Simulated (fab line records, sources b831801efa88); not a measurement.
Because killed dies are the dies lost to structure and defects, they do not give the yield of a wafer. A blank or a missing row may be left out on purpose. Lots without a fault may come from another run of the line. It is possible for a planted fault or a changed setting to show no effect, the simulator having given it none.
The same fault as seen by 2 desks | flow sky130 | what lay behind the numbers comes last; until then each desk has only its own

## FROM THE METROLOGY DESK
What the gauges read for every lot (on any tool): the sampled wafers with a number, averaged. Any lot whose mean is over 4 standard deviations away from the usual mean is out of limits and marked OUT; that distance is given in the brackets.
Columns: A = FIELD_ISO_CVD_24_THK at SKY_FIELD_ISO_THK_MEAS_25, usual 598 nm
lot  | first seen here | A
L663 | day 2 05:11     | 595
L664 | day 2 12:32     | 602
L665 | day 2 16:16     | 598
L669 | day 3 12:10     | 603
L670 | day 3 19:08     | 600
L679 | day 5 18:03     | 598
L680 | day 5 23:30     | 600
L681 | day 6 06:29     | 597
L682 | day 6 13:59     | 594
L683 | day 6 18:47     | 599
L684 | day 6 20:10     | 598
L686 | day 7 07:48     | 597
This desk found nothing out of limits on any of the 12 lots.

## AT THE TOOL OWNER'S DESK: implanter-02
The tool's own readings at SKY_VT_ADJUST_HVTP_IMPLANT_09: means of the sampled wafers that have a number, for each lot that ran on this tool. Any lot whose mean is over 4 standard deviations away from the usual mean is out of limits and marked OUT; that distance is given in the brackets.
Columns: A = beamEnergyKeV at SKY_VT_ADJUST_HVTP_IMPLANT_09, usual 150.00
lot  | first seen here | A
L664 | day 6 05:12     | 149.96
L669 | day 7 13:44     | 157.27 (+99 or more) OUT
L670 | day 7 22:42     | 157.30 (+99 or more) OUT
L684 | day 11 13:08    | 149.98
L686 | day 12 03:14    | 149.99
Finding of this desk: L669, L670 out of limits; the first was L669 at day 7 13:44, on beamEnergyKeV at SKY_VT_ADJUST_HVTP_IMPLANT_09. Within limits: L664, L684, L686.

## PUT TOGETHER
An alarm could have come from the tool owner's desk at day 7 13:44, on L669, L670.
The metrology desk saw nothing out of limits.
The metrology desk has L669, L670 on record, within its limits.
Of the lots named, all ran SKY_VT_ADJUST_HVTP_IMPLANT_09 on implanter-02.

## WHAT WAS PUT IN BY THE SIMULATOR
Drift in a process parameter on implanter-02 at SKY_VT_ADJUST_HVTP_IMPLANT_09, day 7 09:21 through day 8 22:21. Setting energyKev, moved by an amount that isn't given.
Struck lots among those shown: L669, L670.
Time in hours from fault onset to the first out-of-limits reading at each desk: the tool owner's desk, 4.
